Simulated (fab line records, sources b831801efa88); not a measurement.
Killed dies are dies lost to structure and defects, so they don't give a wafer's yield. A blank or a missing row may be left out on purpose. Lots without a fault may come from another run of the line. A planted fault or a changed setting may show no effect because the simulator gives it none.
fab line records | flow gf180mcu
record lots=24 wafers=72 last_day=34
route steps=602 shown V4@491 MIM@505 M5@533
lots that met no fault: from a run of the same line without faults
start_h: hours from the record's first day to the start of the lot's first wafer shown | wait_h: hours since the lot's step before | " the same as in the row above | L1.1+2: a row that stands for several wafers | - no value, or no start given | * or withheld: withheld | < > ~ a bound
route shown NAME@n: a module of which the file shows steps, and the number in the route of the first | usual: mean/standard deviation of fault-free wafers | same: alike in all rows | chamber/n: place in a boat | sites: the reading at each site | _std_site: their standard deviation | _edge_site: outer sites' mean less inner sites' | radius_mm: how far each site lies from the wafer's centre | mask NAME#n: copy n | behind: the tool/chamber that last shaped the wafer | hold: why the lot was held/for how many hours/how that ended | device: the transistor (n, p or np) that didn't switch | end of line: the same wafers' tests at the end of the route | a step without rows: its recipe alone | killed: dies lost to structure and defects at the first sort, not the wafer's yield | map: a wafer's dies, x killed, . not, _ none there
set.NAME: the setting as run; set.NAME@STEP: as run at that earlier step | model.NAME: the simulator's own value behind a step, which no gauge read
steps of the route over a sample of lots; a table a step, a row a wafer
services: from which hour (start_h, from the record's first day; less than 0 if before it) a tool's chamber was out of use, for how many hours, and why
## steps
# step GF_V4_OVL_MEAS_15
# usual V4_OVL=1/6
# columns lot.wafer tool chamber start_h wait_h V4_OVL[nm]
L074.2 overlay-01 - 564.68 0.1 8
L074.3 " - " " 12
L074.5 " - " " 12
L075.2 overlay-02 - 577.92 0.1 -1
L075.4 " - " " -7
L075.5 " - " " 7
L076.2 overlay-01 - 583.91 0.1 -11
L076.4 " - " " -9
L076.5 " - " " 2
L077.1 overlay-01 - 588.50 0.1 -3
L077.4 " - " " -1
L077.6 " - " " 4
L078.2 overlay-01 - 603.28 0.1 5
L078.3 " - " " 0
L078.6 " - " " -1
L079.2 overlay-01 - 604.03 0.1 6
L079.3 " - " " 6
L079.6 " - " " 0
L080.3 overlay-02 - 621.51 0.1 11
L080.5 " - " " 17
L080.6 " - " " 3
L081.1 overlay-02 - 627.01 0.1 -3
L081.3 " - " " 0
L081.5 " - " " 3
L082.1 overlay-02 - 642.70 0.1 2
L082.2 " - " " -8
L082.6 " - " " -12
L083.2 overlay-02 - 646.10 0.1 -5
L083.4 " - " " -4
L083.5 " - " " 3
L084.3 overlay-01 - 649.96 0.1 -5
L084.4 " - " " -2
L084.6 " - " " 3
L085.2 overlay-01 - 665.99 0.1 -5
L085.3 " - " " 6
L085.5 " - " " -4
L086.1 overlay-01 - 670.91 0.1 3
L086.3 " - " " 0
L086.4 " - " " -7
L087.2 overlay-01 - 683.90 0.1 -7
L087.5 " - " " -9
L087.6 " - " " -11
L089.2 overlay-02 - 689.38 0.1 -6
L089.4 " - " " -4
L089.6 " - " " -6
L088.2 overlay-01 - 690.03 0.1 -4
L088.3 " - " " 2
L088.6 " - " " -9
L090.2 overlay-01 - 691.80 0.1 -1
L090.3 " - " " 3
L090.4 " - " " -3
L092.2 overlay-01 - 708.27 0.1 4
L092.3 " - " " 7
L092.5 " - " " 3
L091.1 overlay-01 - 709.21 0.1 -3
L091.2 " - " " 1
L091.4 " - " " 5
L093.1 overlay-01 - 711.85 0.1 -2
L093.3 " - " " 2
L093.6 " - " " -4
L094.2 overlay-02 - 715.60 0.1 2
L094.5 " - " " 3
L094.6 " - " " 2
L095.2 overlay-01 - 727.35 0.1 -2
L095.4 " - " " -7
L095.6 " - " " 2
L096.3 overlay-01 - 732.01 0.1 2
L096.4 " - " " 3
L096.5 " - " " 2
L097.1 overlay-01 - 734.20 0.1 8
L097.4 " - " " 8
L097.5 " - " " 9
# step GF_V4_ETCH_16
# recipe chemistry=N2/H2 target_depth_a=withheld overetch_a=withheld time_s=withheld target=BARC ion_energy_ev=200 source_w=500 bias_w=100 pressure_mtorr=30 n2_flow_sccm=100 h2_flow_sccm=200
# usual drypump_motor_current_A=5.9/0.34 oes_product_au=0.856/0.0047 throttle_valve_pct=13.224/0.0095
# columns lot.wafer tool chamber start_h wait_h drypump_motor_current_A oes_product_au throttle_valve_pct
L074.2 rie_diel-04 1 564.71 0.0 5.9 0.847 13.250
L074.3 " 2 " " 5.4 0.857 13.217
L074.5 " 3 " " 6.0 0.857 13.222
L075.2 rie_diel-02 2 577.95 0.0 6.4 0.861 13.236
L075.4 " 0 " " 6.5 0.855 13.223
L075.5 " 2 " " 6.4 0.855 13.214
L076.2 rie_diel-01 1 583.94 0.0 5.6 0.852 13.231
L076.4 " 3 " " 6.0 0.862 13.228
L076.5 " 3 " " 6.0 0.858 13.218
L077.1 rie_diel-04 0 588.54 0.0 6.2 0.859 13.224
L077.4 " 2 " " 5.4 0.865 13.218
L077.6 " 2 " " 5.4 0.855 13.226
L078.2 rie_diel-04 3 603.31 0.0 6.0 0.855 13.242
L078.3 " 2 " " 5.4 0.854 13.240
L078.6 " 3 " " 6.0 0.861 13.213
L079.2 rie_diel-04 3 604.06 0.0 6.0 0.855 13.201
L079.3 " 2 " " 5.5 0.854 13.210
L079.6 " 1 " " 5.9 0.855 13.228
L080.3 rie_diel-04 2 621.56 0.0 5.4 0.848 13.218
L080.5 " 1 " " 5.8 0.854 13.223
L080.6 " 2 " " 5.4 0.850 13.243
L081.1 rie_diel-02 1 627.05 0.0 5.8 0.852 13.206
L081.3 " 0 " " 6.5 0.851 13.211
L081.5 " 0 " " 6.5 0.853 13.242
L082.1 rie_diel-02 0 642.73 0.0 6.5 0.859 13.228
L082.2 " 1 " " 5.8 0.857 13.220
L082.6 " 2 " " 6.3 0.858 13.215
L083.2 rie_diel-02 0 646.13 0.0 6.5 0.855 13.225
L083.4 " 3 " " 5.8 0.858 13.202
L083.5 " 0 " " 6.5 0.865 13.229
L084.3 rie_diel-01 2 649.98 0.0 5.5 0.851 13.212
L084.4 " 3 " " 6.1 0.860 13.219
L084.6 " 2 " " 5.5 0.858 13.215
L085.2 rie_diel-04 1 666.02 0.0 5.9 0.855 13.220
L085.3 " 3 " " 6.0 0.854 13.229
L085.5 " 3 " " 6.0 0.858 13.219
L086.1 rie_diel-02 2 670.95 0.0 6.3 0.850 13.228
L086.3 " 3 " " 5.8 0.858 13.233
L086.4 " 0 " " 6.5 0.855 13.216
L087.2 rie_diel-02 3 683.93 0.0 5.8 0.865 13.218
L087.5 " 1 " " 5.8 0.862 13.217
L087.6 " 0 " " 6.5 0.849 13.208
L089.2 rie_diel-02 1 689.41 0.0 5.8 0.861 13.233
L089.4 " 2 " " 6.4 0.855 13.226
L089.6 " 0 " " 6.5 0.848 13.226
L088.2 rie_diel-02 3 690.06 0.0 5.8 0.850 13.228
L088.3 " 2 " " 6.3 0.857 13.214
L088.6 " 0 " " 6.5 0.852 13.220
L090.2 rie_diel-02 0 691.83 0.0 6.5 0.853 13.212
L090.3 " 1 " " 5.8 0.863 13.225
L090.4 " 2 " " 6.3 0.852 13.221
L092.2 rie_diel-01 0 708.30 0.0 5.5 0.853 13.220
L092.3 " 3 " " 6.0 0.854 13.197
L092.5 " 1 " " 5.6 0.861 13.223
L091.1 rie_diel-01 0 709.25 0.0 5.5 0.857 13.213
L091.2 " 1 " " 5.6 0.854 13.222
L091.4 " 2 " " 5.5 0.858 13.219
L093.1 rie_diel-04 3 711.88 0.0 6.0 0.856 13.225
L093.3 " 0 " " 6.2 0.863 13.239
L093.6 " 1 " " 5.8 0.846 13.245
L094.2 rie_diel-04 1 715.63 0.0 5.9 0.865 13.242
L094.5 " 3 " " 6.0 0.861 13.223
L094.6 " 2 " " 5.4 0.859 13.217
L095.2 rie_diel-04 0 727.38 0.0 6.2 0.855 13.234
L095.4 " 3 " " 6.0 0.860 13.219
L095.6 " 1 " " 5.8 0.865 13.227
L096.3 rie_diel-01 1 732.03 0.0 5.6 0.854 13.215
L096.4 " 3 " " 6.0 0.857 13.231
L096.5 " 0 " " 5.5 0.848 13.215
L097.1 rie_diel-04 2 734.23 0.0 5.4 0.860 13.213
L097.4 " 1 " " 5.9 0.846 13.235
L097.5 " 0 " " 6.2 0.847 13.220
# step GF_V4_STRIP_18
# recipe chemistry=O2/N2 power_w=1400 pressure_mtorr=1500 platen_temp_c=250 o2_flow_sccm=3000 n2_flow_sccm=300 overash_fraction=0.5
# usual drypump_motor_current_A=5.6/0.41 heater_power_w=318/30 oes_product_au=0.594/0.0048
# columns lot.wafer tool chamber start_h wait_h drypump_motor_current_A heater_power_w oes_product_au rf_hours_counter_h
L074.2 plasma_asher-04 1 564.84 - 5.8 314 0.593 83
L074.3 " 1 " " 5.8 318 0.597 -
L074.5 " 0 " " 5.2 281 0.590 -
L075.2 plasma_asher-03 0 578.08 - 6.1 307 0.591 16
L075.4 " 0 " " 6.1 296 0.592 -
L075.5 " 1 " " 5.4 386 0.582 -
L076.2 plasma_asher-01 1 584.06 - 5.2 342 0.584 90
L076.4 " 1 " " 5.2 341 0.581 -
L076.5 " 1 " " 5.2 337 0.598 -
L077.1 plasma_asher-03 0 588.66 - 6.0 298 0.599 17
L077.4 " 0 " " 6.0 291 0.599 -
L077.6 " 1 " " 5.4 374 0.593 -
L078.2 plasma_asher-01 0 603.44 - 6.2 306 0.594 92
L078.3 " 1 " " 5.2 341 0.593 -
L078.6 " 1 " " 5.2 347 0.588 -
L079.2 plasma_asher-01 0 604.19 - 6.1 307 0.597 92
L079.3 " 1 " " 5.2 340 0.598 -
L079.6 " 0 " " 6.2 306 0.600 -
L080.3 plasma_asher-04 1 621.76 - 5.8 321 0.598 -
L080.5 " 0 " " 5.2 278 0.593 -
L080.6 " 1 " " 5.8 302 0.599 -
L081.1 plasma_asher-03 0 627.18 - 6.1 297 0.592 21
L081.3 " 1 " " 5.4 371 0.593 -
L081.5 " 0 " " 6.0 306 0.592 -
L082.1 plasma_asher-01 0 642.86 - 6.2 304 0.594 96
L082.2 " 1 " " 5.2 337 0.599 96
L082.6 " 1 " " 5.2 339 0.593 -
L083.2 plasma_asher-04 0 646.26 - 5.1 276 0.597 92
L083.4 " 1 " " 5.8 313 0.596 -
L083.5 " 1 " " 5.8 311 0.593 -
L084.3 plasma_asher-01 1 650.15 - 5.2 339 0.598 -
L084.4 " 0 " " 6.1 297 0.594 -
L084.6 " 1 " " 5.2 342 0.592 -
L085.2 plasma_asher-01 0 666.15 - 6.2 309 0.601 98
L085.3 " 1 " " 5.2 344 0.593 -
L085.5 " 0 " " 6.1 301 0.590 -
L086.1 plasma_asher-04 0 671.08 - 5.2 270 0.588 94
L086.3 " 1 " " 5.8 317 0.594 -
L086.4 " 0 " " 5.2 273 0.605 -
L087.2 plasma_asher-03 0 684.06 - 6.0 299 0.594 27
L087.5 " 1 " " 5.4 370 0.600 -
L087.6 " 0 " " 6.0 302 0.590 -
L089.2 plasma_asher-03 0 689.54 - 6.0 302 0.592 28
L089.4 " 0 " " 6.0 299 0.589 -
L089.6 " 0 " " 6.0 300 0.598 -
L088.2 plasma_asher-01 0 690.19 - 6.2 314 0.594 101
L088.3 " 1 " " 5.2 348 0.594 -
L088.6 " 0 " " 6.2 299 0.596 -
L090.2 plasma_asher-01 0 691.96 - 6.1 309 0.596 102
L090.3 " 0 " " 6.2 305 0.588 -
L090.4 " 1 " " 5.1 338 0.589 -
L092.2 plasma_asher-01 0 708.42 - 6.1 299 0.604 103
L092.3 " 0 " " 6.2 297 0.584 -
L092.5 " 0 " " 6.1 310 0.595 -
L091.1 plasma_asher-01 1 709.37 - 5.2 335 0.594 104
L091.2 " 0 " " 6.1 303 0.601 104
L091.4 " 1 " " 5.2 335 0.597 -
L093.1 plasma_asher-04 1 712.01 - 5.8 311 0.585 98
L093.3 " 0 " " 5.2 279 0.598 -
L093.6 " 1 " " 5.8 310 0.604 -
L094.2 plasma_asher-03 1 715.76 - 5.4 378 0.594 31
L094.5 " 0 " " 6.0 295 0.582 -
L094.6 " 1 " " 5.4 381 0.595 -
L095.2 plasma_asher-04 0 727.51 - 5.2 272 0.590 99
L095.4 " 1 " " 5.8 307 0.584 -
L095.6 " 0 " " 5.2 276 0.597 -
L096.3 plasma_asher-03 1 732.20 - 5.4 372 0.596 -
L096.4 " 0 " " 6.0 305 0.600 -
L096.5 " 1 " " 5.4 376 0.598 -
L097.1 plasma_asher-04 0 734.36 - 5.2 277 0.596 100
L097.4 " 1 " " 5.8 317 0.589 -
L097.5 " 1 " " 5.8 312 0.593 -
# step GF_MIM_SPUTTER_02
# recipe material=AlCu target_thk_nm=450 power_w=10600 time_s=23.9 chamber_pressure_pa=0.4
# usual throttle_valve_pct=30.1/1.1
# columns lot.wafer tool chamber start_h wait_h throttle_valve_pct
L074.2 pvd_sputter-03 - 566.22 0.0 30.0
L074.3 " - " " 30.5
L074.5 " - " " 29.9
L075.2 pvd_sputter-01 - 579.45 0.0 30.3
L075.4 " - " " 28.5
L075.5 " - " " 28.0
L076.2 pvd_sputter-02 - 585.43 0.0 28.8
L076.4 " - " " 31.3
L076.5 " - " " 30.7
L077.1 pvd_sputter-03 - 590.09 0.0 29.8
L077.4 " - " " 30.9
L077.6 " - " " 29.8
L078.2 pvd_sputter-02 - 604.83 0.0 30.1
L078.3 " - " " 31.3
L078.6 " - " " 28.9
L079.2 pvd_sputter-01 - 605.54 0.0 29.4
L079.3 " - " " 27.7
L079.6 " - " " 29.5
L080.3 pvd_sputter-03 - 623.08 0.0 31.8
L080.5 " - " " 30.6
L080.6 " - " " 31.7
L081.1 pvd_sputter-01 - 628.56 0.0 30.3
L081.3 " - " " 29.5
L081.5 " - " " 29.4
L082.1 pvd_sputter-03 - 644.22 0.0 29.8
L082.2 " - " " 31.8
L082.6 " - " " 29.7
L083.2 pvd_sputter-01 - 647.62 0.0 30.3
L083.4 " - " " 27.8
L083.5 " - " " 30.6
L084.3 pvd_sputter-03 - 651.47 0.0 29.9
L084.4 " - " " 31.7
L084.6 " - " " 29.7
L085.2 pvd_sputter-02 - 667.51 0.0 30.8
L085.3 " - " " 30.1
L085.5 " - " " 31.4
L086.1 pvd_sputter-02 - 672.47 0.0 31.4
L086.3 " - " " 30.6
L086.4 " - " " 30.7
L087.2 pvd_sputter-02 - 685.43 0.0 30.8
L087.5 " - " " 31.3
L087.6 " - " " 30.2
L089.2 pvd_sputter-03 - 691.00 0.0 29.6
L089.4 " - " " 31.8
L089.6 " - " " 31.4
L088.2 pvd_sputter-01 - 691.60 0.0 29.6
L088.3 " - " " 28.0
L088.6 " - " " 29.4
L090.2 pvd_sputter-03 - 693.70 0.0 31.7
L090.3 " - " " 29.8
L090.4 " - " " 29.6
L092.2 pvd_sputter-02 - 711.71 0.0 28.8
L092.3 " - " " 30.9
L092.5 " - " " 30.2
L091.1 pvd_sputter-03 - 712.01 0.0 31.7
L091.2 " - " " 30.6
L091.4 " - " " 30.0
L093.1 pvd_sputter-01 - 713.37 0.0 27.9
L093.3 " - " " 30.6
L093.6 " - " " 27.8
L094.2 pvd_sputter-03 - 717.12 0.0 31.7
L094.5 " - " " 30.5
L094.6 " - " " 29.6
L095.2 pvd_sputter-02 - 728.97 0.0 30.2
L095.4 " - " " 31.0
L095.6 " - " " 31.6
L096.3 pvd_sputter-01 - 733.67 0.0 27.6
L096.4 " - " " 29.3
L096.5 " - " " 27.8
L097.1 pvd_sputter-02 - 735.72 0.0 28.5
L097.4 " - " " 30.3
L097.5 " - " " 31.0
# step GF_MIM_STRIP_20
# recipe chemistry=O2/N2 power_w=1400 pressure_mtorr=1500 platen_temp_c=250 o2_flow_sccm=3000 n2_flow_sccm=300 overash_fraction=0.5
# usual drypump_motor_current_A=5.7/0.41 heater_power_w=320/38 oes_product_au=0.693/0.0049 strip_time_to_endpoint_s=11.24/0.042
# columns lot.wafer tool chamber start_h wait_h drypump_motor_current_A heater_power_w oes_product_au rf_hours_counter_h strip_time_to_endpoint_s
L074.2 plasma_asher-04 0 587.26 0.0 5.2 276 0.700 86 11.28
L074.3 " 0 " " 5.2 280 0.698 - 11.27
L074.5 " 1 " " 5.8 312 0.688 - 11.22
L075.2 plasma_asher-02 1 601.38 0.0 5.4 290 0.694 47 11.20
L075.4 " 0 " " 6.4 378 0.687 - 11.23
L075.5 " 1 " " 5.4 288 0.693 - 11.23
L076.2 plasma_asher-02 1 607.62 0.0 5.4 289 0.695 48 11.29
L076.4 " 1 " " 5.4 290 0.692 - 11.22
L076.5 " 1 " " 5.4 292 0.693 - 11.25
L077.1 plasma_asher-03 0 611.87 0.0 6.0 305 0.697 20 11.20
L077.4 " 0 " " 6.0 306 0.689 - 11.16
L077.6 " 1 " " 5.4 363 0.693 - 11.17
L078.2 plasma_asher-03 0 626.23 0.0 6.0 308 0.692 21 11.23
L078.3 " 1 " " 5.4 368 0.698 - 11.24
L078.6 " 1 " " 5.4 372 0.692 - 11.27
L079.2 plasma_asher-02 1 626.77 0.0 5.4 283 0.694 50 11.23
L079.3 " 0 " " 6.3 368 0.686 - 11.20
L079.6 " 1 " " 5.5 289 0.693 - 11.22
L080.3 plasma_asher-03 0 643.75 0.1 6.1 300 0.685 - 11.22
L080.5 " 0 " " 6.0 301 0.699 - 11.26
L080.6 " 1 " " 5.4 378 0.689 - 11.25
L081.1 plasma_asher-04 0 648.87 0.0 5.2 275 0.698 92 11.25
L081.3 " 1 " " 5.8 312 0.692 - 11.31
L081.5 " 1 " " 5.8 309 0.693 - 11.27
L082.1 plasma_asher-02 1 663.97 0.0 5.4 285 0.693 54 11.28
L082.2 " 0 " " 6.3 371 0.703 54 11.30
L082.6 " 0 " " 6.3 370 0.695 - 11.32
L083.2 plasma_asher-03 1 668.05 0.1 5.4 375 0.694 25 11.31
L083.4 " 0 " " 6.0 296 0.699 - 11.31
L083.5 " 0 " " 6.0 295 0.698 - 11.30
L084.3 plasma_asher-04 1 671.66 0.1 5.8 315 0.696 - 11.20
L084.4 " 0 " " 5.2 283 0.689 - 11.25
L084.6 " 1 " " 5.8 318 0.690 - 11.19
L085.2 plasma_asher-02 0 686.97 0.0 6.3 367 0.683 56 11.22
L085.3 " 1 " " 5.4 286 0.687 - 11.20
L085.5 " 0 " " 6.3 363 0.698 - 11.25
L086.1 plasma_asher-04 0 691.57 0.0 5.2 282 0.699 96 11.21
L086.3 " 0 " " 5.2 274 0.693 - 11.20
L086.4 " 1 " " 5.8 311 0.691 - 11.22
L087.2 plasma_asher-02 0 704.13 0.0 6.4 361 0.679 58 11.14
L087.5 " 0 " " 6.3 374 0.690 - 11.22
L087.6 " 1 " " 5.4 290 0.691 - 11.19
L089.2 plasma_asher-02 0 709.76 0.0 6.4 373 0.697 59 11.32
L089.4 " 1 " " 5.4 290 0.697 - 11.32
L089.6 " 0 " " 6.3 364 0.686 - 11.28
L088.2 plasma_asher-04 0 710.06 0.0 5.2 272 0.688 97 11.23
L088.3 " 1 " " 5.8 313 0.691 - 11.22
L088.6 " 0 " " 5.1 277 0.691 - 11.20
L090.2 plasma_asher-02 1 712.51 0.0 5.4 295 0.699 59 11.30
L090.3 " 0 " " 6.4 366 0.701 - 11.33
L090.4 " 1 " " 5.4 290 0.696 - 11.31
L092.2 plasma_asher-03 0 729.73 0.0 6.0 302 0.692 32 11.26
L092.3 " 0 " " 6.0 295 0.689 - 11.29
L092.5 " 0 " " 6.0 296 0.684 - 11.27
L091.1 plasma_asher-03 0 730.26 0.0 6.1 305 0.693 32 11.22
L091.2 " 1 " " 5.4 382 0.693 32 11.23
L091.4 " 0 " " 6.0 306 0.690 - 11.22
L093.1 plasma_asher-02 0 731.43 0.0 6.3 364 0.694 61 11.25
L093.3 " 0 " " 6.3 370 0.692 - 11.26
L093.6 " 0 " " 6.3 373 0.690 - 11.28
L094.2 plasma_asher-03 1 735.28 0.0 5.4 376 0.691 33 11.27
L094.5 " 1 " " 5.4 373 0.689 - 11.23
L094.6 " 0 " " 6.0 304 0.701 - 11.25
L095.2 plasma_asher-04 0 746.52 0.0 5.2 274 0.694 101 11.24
L095.4 " 1 " " 5.8 314 0.681 - 11.14
L095.6 " 0 " " 5.2 278 0.689 - 11.20
L096.3 plasma_asher-04 1 751.71 0.1 5.8 317 0.689 - 11.22
L096.4 " 0 " " 5.2 281 0.691 - 11.29
L096.5 " 0 " " 5.2 277 0.694 - 11.28
L097.1 plasma_asher-04 0 753.51 0.0 5.1 276 0.696 102 11.28
L097.4 " 0 " " 5.2 280 0.695 - 11.31
L097.5 " 1 " " 5.8 314 0.701 - 11.28
# step GF_M5_CD_MEAS_07
# recipe target_cd_nm=280
# usual cd_nm=279.6/1.2
# columns lot.wafer tool chamber start_h wait_h cd_nm
L074.2 cd_sem-02 - 608.55 0.1 278.9
L074.3 " - " " 279.8
L074.5 " - " " 281.3
L075.2 cd_sem-01 - 622.83 0.1 280.5
L075.4 " - " " 279.6
L075.5 " - " " 280.2
L076.2 cd_sem-02 - 628.56 0.2 277.5
L076.4 " - " " 279.0
L076.5 " - " " 277.6
L077.1 cd_sem-02 - 631.88 0.2 276.6
L077.4 " - " " 277.6
L077.6 " - " " 277.1
L078.2 cd_sem-01 - 646.97 0.1 278.1
L078.3 " - " " 278.5
L078.6 " - " " 278.1
L079.2 cd_sem-01 - 647.53 0.1 279.1
L079.3 " - " " 279.4
L079.6 " - " " 280.2
L080.3 cd_sem-02 - 663.64 0.1 281.6
L080.5 " - " " 281.0
L080.6 " - " " 279.9
L081.1 cd_sem-01 - 668.91 0.1 278.9
L081.3 " - " " 277.9
L081.5 " - " " 278.9
L082.1 cd_sem-01 - 683.43 0.1 280.4
L082.2 " - " " 279.0
L082.6 " - " " 279.7
L083.2 cd_sem-01 - 687.33 0.1 280.3
L083.4 " - " " 282.0
L083.5 " - " " 280.0
L084.3 cd_sem-02 - 690.85 0.1 280.8
L084.4 " - " " 281.1
L084.6 " - " " 281.4
L085.2 cd_sem-01 - 706.33 0.1 278.0
L085.3 " - " " 278.1
L085.5 " - " " 278.2
L086.1 cd_sem-02 - 710.30 0.1 280.3
L086.3 " - " " 278.1
L086.4 " - " " 279.1
L087.2 cd_sem-02 - 722.08 0.1 279.1
L087.5 " - " " 278.5
L087.6 " - " " 278.9
L089.2 cd_sem-02 - 727.17 0.1 278.1
L089.4 " - " " 281.3
L089.6 " - " " 279.4
L088.2 cd_sem-01 - 727.98 0.1 279.9
L088.3 " - " " 280.2
L088.6 " - " " 279.5
L090.2 cd_sem-01 - 731.07 0.1 280.1
L090.3 " - " " 280.3
L090.4 " - " " 279.0
L092.2 cd_sem-01 - 747.70 0.1 280.4
L092.3 " - " " 280.0
L092.5 " - " " 280.3
L091.1 cd_sem-02 - 748.81 0.1 278.6
L091.2 " - " " 279.9
L091.4 " - " " 280.7
L093.1 cd_sem-02 - 749.05 0.1 279.9
L093.3 " - " " 280.8
L093.6 " - " " 279.9
L094.2 cd_sem-01 - 753.28 0.1 280.0
L094.5 " - " " 278.8
L094.6 " - " " 278.3
L095.2 cd_sem-02 - 762.53 0.1 281.8
L095.4 " - " " 280.9
L095.6 " - " " 282.1
L096.3 cd_sem-02 - 768.85 0.1 280.5
L096.4 " - " " 279.9
L096.5 " - " " 280.7
L097.1 cd_sem-02 - 770.07 0.2 278.4
L097.4 " - " " 278.2
L097.5 " - " " 279.1
## services
# columns tool chamber start_h hours kind
rie_diel-02 3 572.12 51.8 repair
rie_diel-01 2 586.16 6.9 repair
rie_diel-04 0 594.97 95.4 repair
rie_diel-04 3 613.66 9.9 repair
plasma_asher-02 - 620.55 0.7 repair
pvd_sputter-01 - 663.52 0.7 repair
pvd_sputter-01 - 676.78 0.7 repair
rie_diel-01 1 677.17 8.7 repair
plasma_asher-04 - 682.61 6.4 repair
rie_diel-04 - 685.21 15.6 pm
pvd_sputter-02 - 690.16 10.4 repair
pvd_sputter-03 - 702.58 3.2 repair
rie_diel-02 - 704.96 2.8 pm
plasma_asher-04 - 706.84 2.8 repair
plasma_asher-01 - 718.98 0.6 repair
rie_diel-01 1 721.30 5.5 repair
rie_diel-04 2 727.22 3.2 repair
plasma_asher-01 - 733.75 9.0 pm
plasma_asher-01 0 733.75 9.0 vent_cycle
plasma_asher-01 1 733.75 9.0 vent_cycle
plasma_asher-03 - 741.29 2.8 pm
plasma_asher-01 0 742.75 - clean
plasma_asher-01 1 742.75 - clean
plasma_asher-02 - 745.70 1.8 repair
## key
fault none
